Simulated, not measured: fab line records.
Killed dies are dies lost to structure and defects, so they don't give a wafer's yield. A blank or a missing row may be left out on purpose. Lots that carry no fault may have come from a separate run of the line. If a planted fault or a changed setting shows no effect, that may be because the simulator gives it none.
fab line records	flow sfqLine
record: lots: 6	wafers: 18	lastDay: 100
route steps=325 shown L0V@20 M0@28
lots that met no fault: taken from a fault-free run of the same line
startH: hours from the record's opening day to when the first of the lot's shown wafers began	waitH: time in hours since the lot's previous step	" same as the row above	L1.1+2: one row covering several wafers at once	- either no value or no given start	* or withheld: withheld	< > ~ a bound
route shown NAME@n: names a module that has steps shown in the file, with the first one's number in the route	usual: the fault-free wafers' mean and standard deviation	same: alike in all rows	chamber/n: place in a boat	sites: the reading at each site	_std_site: standard deviation across them	_edge_site: inner sites' mean taken away from outer sites' mean	radiusMm: for every site, how far away it sits from the centre of the wafer	mask NAME#n: copy n	behind: the last tool/chamber to shape the wafer	hold: reason for holding the lot/hours on hold/outcome of the hold	device: names the non-switching transistor (n, p or np)	end of line: at the end of the route, the tests of the same wafers	a step given without rows: its recipe and nothing more	killed: dies lost to structure and defects at the first sort, not the wafer's yield	map: the dies of a wafer, with x for killed, . for not killed, _ for no die there
set.NAME: the setting that was run; set.NAME@STEP: the one run at that earlier step	model.NAME: the simulator's own value behind a step, which no gauge read
lots at selected steps of the route; one table per step, one row per wafer
services: the hour from which a tool's chamber was out of use, counted from the record's first day as startH (under 0 if before that day), plus the number of hours and why
== steps ==
step: SFQ_TRILAYER_L0_VIA_LITHO_EXPOSE_014
recipe: maskId: L0V	na: 0.6	sourceShape: conventional	sigmaOuter: 0.65	targetCdNm: 700	doseMj: 21.3
step: SFQ_TRILAYER_L0_VIA_LITHO_PEB_016
recipe: pebTempC: 115	pebTimeS: 60	resist: KrF
step: SFQ_TRILAYER_L0_VIA_LITHO_DEVELOP_015
recipe: timeS: 60	resist: KrF
step: SFQ_L0V_OVL_MEAS_903
usual: L0V_OVL: 4/5.2
lot.wafer	tool	chamber	startH	waitH	L0V_OVL[nm]
L605.1	overlay-01	-	206.60	0.1	3
L605.3	"	-	"	"	9
L605.5	"	-	"	"	2
L607.2	overlay-02	-	229.40	0.1	1
L607.3	"	-	"	"	7
L607.6	"	-	"	"	5
L608.2	overlay-01	-	235.40	0.1	-10
L608.4	"	-	"	"	-5
L608.6	"	-	"	"	-2
L612.1	overlay-01	-	259.40	0.1	11
L612.2	"	-	"	"	2
L612.5	"	-	"	"	6
L619.1	overlay-01	-	312.76	0.1	-4
L619.2	"	-	"	"	-5
L619.4	"	-	"	"	0
L621.1	overlay-02	-	327.79	0.1	0
L621.2	"	-	"	"	-5
L621.5	"	-	"	"	2
step: SFQ_TRILAYER_L0_VIA_BARC_OPEN_VIA_ETCH_021
recipe: maskMaterial: PR	chemistry: O2	targetDepthNm: 125	target: BARC	sourceW: 500	biasW: 80	pressureMtorr: 30	timeS: 41.7
usual: drypumpMotorCurrentA: 5.8/0.46	oesProductAu: 0.685/0.0047
lot.wafer	tool	chamber	startH	waitH	drypumpMotorCurrentA	oesProductAu	rfHoursCounterH
L605.1	rieDiel-04	1	206.63	0.0	6.0	0.688	43
L605.3	"	3	"	"	5.7	0.688	38
L605.5	"	0	"	"	6.2	0.689	-
L607.2	rieDiel-03	0	229.43	0.0	5.5	0.680	6
L607.3	"	1	"	"	6.5	0.683	79
L607.6	"	0	"	"	5.5	0.686	-
L608.2	rieDiel-04	0	235.43	0.0	6.2	0.687	0
L608.4	"	3	"	"	5.7	0.679	38
L608.6	"	0	"	"	6.2	0.689	-
L612.1	rieDiel-04	3	259.43	0.0	5.7	0.685	38
L612.2	"	0	"	"	6.2	0.684	1
L612.5	"	1	"	"	6.0	0.678	-
L619.1	rieDiel-03	1	312.80	0.0	6.4	0.691	80
L619.2	"	3	"	"	5.1	0.692	41
L619.4	"	2	"	"	5.5	0.678	55
L621.1	rieDiel-03	3	327.83	0.0	5.1	0.691	41
L621.2	"	2	"	"	5.5	0.682	55
L621.5	"	2	"	"	5.4	0.682	-
step: SFQ_TRILAYER_L0_VIA_ETCH_VIA_ETCH_016
recipe: target: SiO2	stopOn: MoNx_KI	maskMaterial: PR	chemistry: CHF3	targetDepthNm: 80	sourceW: 500	biasW: 80	pressureMtorr: 30	timeS: withheld
usual: drypumpMotorCurrentA: 5.8/0.46	oesProductAu: 0.844/0.009
lot.wafer	tool	chamber	startH	waitH	drypumpMotorCurrentA	oesProductAu
L605.1	rieDiel-04	1	206.67	0.0	6.0	0.845
L605.3	"	3	"	"	5.7	0.844
L605.5	"	0	"	"	6.2	0.854
L607.2	rieDiel-03	0	229.47	0.0	5.4	0.836
L607.3	"	1	"	"	6.5	0.847
L607.6	"	0	"	"	5.4	0.851
L608.2	rieDiel-04	0	235.47	0.0	6.2	0.841
L608.4	"	3	"	"	5.6	0.838
L608.6	"	0	"	"	6.2	0.843
L612.1	rieDiel-04	3	259.47	0.0	5.7	0.826
L612.2	"	0	"	"	6.2	0.855
L612.5	"	1	"	"	6.0	0.849
L619.1	rieDiel-03	1	312.84	0.0	6.5	0.841
L619.2	"	3	"	"	5.1	0.848
L619.4	"	2	"	"	5.5	0.836
L621.1	rieDiel-03	3	327.87	0.0	5.1	0.845
L621.2	"	2	"	"	5.4	0.850
L621.5	"	2	"	"	5.4	0.849
step: SFQ_TRILAYER_L0_VIA_STRIP_STRIP_017
recipe: gas: O2	powerW: 200	platenTempC: 40	overashFraction: 0.65	chemistry: O2	pressureMtorr: 50
usual: drypumpMotorCurrentA: 6.0/0.43	oesProductAu: 1.000/0.0084
lot.wafer	tool	chamber	startH	waitH	drypumpMotorCurrentA	oesProductAu	rfHoursCounterH
L605.1	rieMetal-01	1	206.72	-	5.5	0.984	97
L605.3	"	0	"	"	5.8	1.006	-
L605.5	"	1	"	"	5.5	0.991	-
L607.2	rieMetal-01	0	229.52	-	5.8	1.014	171
L607.3	"	1	"	"	5.5	0.982	-
L607.6	"	1	"	"	5.4	0.988	-
L608.2	rieMetal-04	0	235.72	-	6.7	1.006	-
L608.4	"	0	"	"	6.7	1.012	-
L608.6	"	0	"	"	6.7	0.998	-
L612.1	rieMetal-04	0	259.52	-	6.7	0.994	94
L612.2	"	1	"	"	6.1	0.996	157
L612.5	"	1	"	"	6.1	0.995	-
L619.1	rieMetal-02	1	312.89	-	6.3	0.999	110
L619.2	"	0	"	"	5.6	1.011	63
L619.4	"	0	"	"	5.6	1.006	-
L621.1	rieMetal-04	1	327.91	-	6.1	1.006	165
L621.2	"	0	"	"	6.7	0.997	105
L621.5	"	1	"	"	6.1	1.005	-
step: SFQ_TRILAYER_L0_VIA_STRIP_SOLV_CLEAN_018
recipe: chemistry: NMP	tempC: 70	timeS: 600
step: SFQ_TRILAYER_M0_DEP_PRE_CLEAN_020
recipe: gas: Ar	timeS: 15	biasV: 250
step: SFQ_TRILAYER_M0_DEP_SPUTTER_019
recipe: material: Nb	basePressurePa: 1.33e-06	chamberPressurePa: 0.1333	substrateTempC: 20	resputterCathodeVoltageV: 400	targetThkNm: 200	powerW: 2000	timeS: 133.3
usual: throttleValvePct: 29.9/0.98
lot.wafer	tool	chamber	startH	waitH	throttleValvePct
L605.1	pvdSputter-04	-	207.53	0.0	28.8
L605.3	"	-	"	"	29.7
L605.5	"	-	"	"	28.4
L607.2	pvdSputter-04	-	230.49	0.0	29.5
L607.3	"	-	"	"	28.6
L607.6	"	-	"	"	28.4
L608.2	pvdSputter-05	-	236.92	0.0	31.1
L608.4	"	-	"	"	28.7
L608.6	"	-	"	"	29.1
L612.1	pvdSputter-05	-	260.32	0.0	29.5
L612.2	"	-	"	"	28.8
L612.5	"	-	"	"	31.1
L619.1	pvdSputter-03	-	313.69	0.0	30.5
L619.2	"	-	"	"	29.3
L619.4	"	-	"	"	30.8
L621.1	pvdSputter-04	-	328.89	0.0	28.5
L621.2	"	-	"	"	30.3
L621.5	"	-	"	"	30.5
step: SFQ_M0_RS_MEAS_904
recipe: thkMeasGauge: four-point-probe	reads: Nb_of_TRILAYER_M0_DEP_SPUTTER_019
usual: M0_NB_RS: 0.887/0.011
lot.wafer	tool	chamber	startH	waitH	M0_NB_RS[ohm/sq]
L605.1	filmMetro-01	-	207.62	0.0	0.871
L605.3	"	-	"	"	0.874
L605.5	"	-	"	"	0.885
L607.2	filmMetro-02	-	230.60	0.1	0.875
L607.3	"	-	"	"	0.862
L607.6	"	-	"	"	0.880
L608.2	filmMetro-02	-	237.03	0.1	0.896
L608.4	"	-	"	"	0.896
L608.6	"	-	"	"	0.876
L612.1	filmMetro-02	-	260.41	0.0	0.868
L612.2	"	-	"	"	0.885
L612.5	"	-	"	"	0.880
L619.1	filmMetro-04	-	313.78	0.0	0.901
L619.2	"	-	"	"	0.902
L619.4	"	-	"	"	0.896
L621.1	filmMetro-01	-	328.98	0.0	0.896
L621.2	"	-	"	"	0.878
L621.5	"	-	"	"	0.882
step: SFQ_TRILAYER_M0_LITHO_COAT_026
recipe: resist: BARC	spinRpm: 3000	resistThkNm: 62
lot.wafer	tool	chamber	startH	waitH	model.BARC_of_TRILAYER_M0_LITHO_COAT_026.thkNm
L605.1	lithoTrack-03	0	207.80	0.1	62.3
L605.3+5	"	0	"	"	62.42
L607.2	lithoTrack-03	0	230.81	0.1	61.93
L607.3	"	0	"	"	62.04
L607.6	"	0	"	"	61.76
L608.2	lithoTrack-02	0	237.24	0.1	61.82
L608.4	"	0	"	"	61.83
L608.6	"	0	"	"	61.98
L612.1	lithoTrack-02	0	260.59	0.1	62.09
L612.2	"	0	"	"	61.94
L612.5	"	0	"	"	62.13
L619.1	lithoTrack-02	0	313.96	0.1	61.08
L619.2	"	0	"	"	61.35
L619.4	"	0	"	"	61.13
L621.1	lithoTrack-02	0	329.16	0.1	60.92
L621.2	"	0	"	"	61.09
L621.5	"	0	"	"	61.23
step: SFQ_TRILAYER_M0_LITHO_COAT_021
recipe: resist: KrF	spinRpm: 3000	resistThkNm: 600
step: SFQ_TRILAYER_M0_LITHO_SOFTBAKE_025
recipe: tempC: withheld	timeS: withheld	resist: KrF
step: SFQ_TRILAYER_M0_LITHO_EXPOSE_022
recipe: maskId: M0	na: 0.6	sourceShape: conventional	sigmaOuter: 0.65	targetCdNm: 500	doseMj: 14.4
step: SFQ_TRILAYER_M0_LITHO_PEB_024
recipe: pebTempC: 115	pebTimeS: 60	resist: KrF
step: SFQ_TRILAYER_M0_LITHO_DEVELOP_023
recipe: timeS: 60	resist: KrF
step: SFQ_M0_OVL_MEAS_906
usual: M0_OVL: -2/4.7
lot.wafer	tool	chamber	startH	waitH	M0_OVL[nm]
L605.1	overlay-01	-	332.59	0.1	-1
L605.3	"	-	"	"	3
L605.5	"	-	"	"	1
L607.2	overlay-01	-	354.55	0.1	-5
L607.3	"	-	"	"	5
L607.6	"	-	"	"	1
L608.2	overlay-01	-	360.55	0.1	3
L608.4	"	-	"	"	1
L608.6	"	-	"	"	-4
L612.1	overlay-01	-	384.65	0.1	0
L612.2	"	-	"	"	1
L612.5	"	-	"	"	-1
L619.1	overlay-02	-	427.97	0.1	-8
L619.2	"	-	"	"	-3
L619.4	"	-	"	"	-6
L621.1	overlay-02	-	441.30	0.1	-2
L621.2	"	-	"	"	-2
L621.5	"	-	"	"	4
step: SFQ_TRILAYER_M0_BARC_OPEN_METAL_ETCH_031
recipe: maskMaterial: PR	chemistry: O2	targetDepthNm: 125	target: BARC	icpW: 600	biasW: 80	pressureMtorr: 10	timeS: 41.7
usual: drypumpMotorCurrentA: 6.0/0.46	oesProductAu: 0.686/0.0043
lot.wafer	tool	chamber	startH	waitH	drypumpMotorCurrentA	oesProductAu	rfHoursCounterH	model.etch.depthNm
L605.1	rieMetal-04	1	332.63	0.0	6.1	0.687	165	62.3
L605.3	"	1	"	"	6.1	0.686	-	62.42
L605.5	"	0	"	"	6.7	0.678	-	62.42
L607.2	rieMetal-03	0	354.58	0.0	6.0	0.687	10	61.93
L607.3	"	1	"	"	5.3	0.686	-	62.04
L607.6	"	0	"	"	6.0	0.686	-	61.76
L608.2	rieMetal-01	0	360.58	0.0	5.9	0.685	4	61.82
L608.4	"	1	"	"	5.5	0.687	-	61.83
L608.6	"	1	"	"	5.5	0.684	-	61.98
L612.1	rieMetal-01	1	384.68	0.0	5.5	0.682	122	62.09
L612.2	"	0	"	"	5.8	0.689	9	61.94
L612.5	"	0	"	"	5.8	0.684	-	62.13
L619.1	rieMetal-04	1	428.01	0.0	6.1	0.688	7	61.08
L619.2	"	0	"	"	6.7	0.675	122	61.35
L619.4	"	0	"	"	6.7	0.680	-	61.13
L621.1	rieMetal-03	0	441.33	0.0	6.0	0.682	22	60.92
L621.2	"	0	"	"	6.0	0.680	-	61.09
L621.5	"	0	"	"	6.0	0.679	-	61.23
step: SFQ_TRILAYER_M0_ETCH_METAL_ETCH_024
recipe: target: Nb	stopOn: SiO2	maskMaterial: PR	chemistry: Cl2/Ar	targetDepthNm: 240	icpW: 600	biasW: 80	pressureMtorr: 10	timeS: 120
usual: drypumpMotorCurrentA: 6.0/0.47	oesProductAu: 0.896/0.0081
lot.wafer	tool	chamber	startH	waitH	drypumpMotorCurrentA	oesProductAu	rfHoursCounterH
L605.1	rieMetal-04	1	332.69	0.0	6.1	0.913	165
L605.3	"	1	"	"	6.1	0.906	-
L605.5	"	0	"	"	6.7	0.892	-
L607.2	rieMetal-03	0	354.66	0.1	6.0	0.909	10
L607.3	"	1	"	"	5.3	0.908	-
L607.6	"	0	"	"	6.0	0.901	-
L608.2	rieMetal-01	0	360.64	0.0	5.9	0.886	4
L608.4	"	1	"	"	5.5	0.885	-
L608.6	"	1	"	"	5.5	0.901	-
L612.1	rieMetal-01	1	384.74	0.0	5.5	0.907	122
L612.2	"	0	"	"	5.8	0.894	9
L612.5	"	0	"	"	5.8	0.902	-
L619.1	rieMetal-04	1	428.07	0.0	6.1	0.881	7
L619.2	"	0	"	"	6.7	0.890	123
L619.4	"	0	"	"	6.7	0.883	-
L621.1	rieMetal-03	0	441.45	0.1	6.0	0.894	22
L621.2	"	0	"	"	6.0	0.897	-
L621.5	"	0	"	"	6.0	0.898	-
== services ==
tool	chamber	startH	hours	kind
rieDiel-03	-	193.97	15.6	pm
pvdSputter-04	-	218.74	0.6	repair
rieDiel-04	1	221.08	11.4	repair
rieMetal-04	0	226.20	9.0	repair
rieMetal-04	1	233.73	3.3	repair
rieMetal-04	-	236.72	2.8	pm
rieMetal-03	0	243.55	4.4	repair
rieMetal-04	1	268.63	4.9	repair
rieDiel-04	0	269.00	6.0	repair
pvdSputter-04	-	272.11	8.0	repair
rieMetal-01	-	272.62	0.4	repair
pvdSputter-04	-	278.47	3.8	repair
rieDiel-04	0	280.13	16.2	repair
rieDiel-03	-	294.89	2.8	pm
rieMetal-04	-	301.20	1.9	repair
rieDiel-04	1	343.82	9.0	repair
rieMetal-01	1	344.41	2.4	repair
rieMetal-01	-	352.93	2.8	pm
rieDiel-04	1	367.15	9.1	repair
rieMetal-03	0	393.55	15.6	repair
rieDiel-04	0	418.48	7.9	repair
rieMetal-03	1	425.89	24.6	repair
rieDiel-03	2	440.16	8.2	repair
rieDiel-04	2	440.65	42.6	repair
== key ==
firstSign none at tools or gauges
modelEffect: step: SFQ_TRILAYER_M0_LITHO_COAT_026	value: BARC_of_TRILAYER_M0_LITHO_COAT_026.thkNm	without: 62.04	struck: 61.13
modelEffect: step: SFQ_TRILAYER_M0_BARC_OPEN_METAL_ETCH_031	value: etch.depthNm	without: 62.04	struck: 61.13
metAt SFQ_TRILAYER_M0_LITHO_COAT_026
struckWafers L619.1,L619.2,L619.4,L621.1,L621.2,L621.5
onsetBetween 260.59 313.96
alsoFits time
fault: kind: processParameterDrift	tool: lithoTrack-02	chamber: -	onsetH: 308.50	steps: SFQ_TRILAYER_M0_LITHO_COAT_026	channel: resistThkNm	offset: -0.9051	shape: step	endH: 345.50	actsIn: theseRecipesOnly	stated: 62
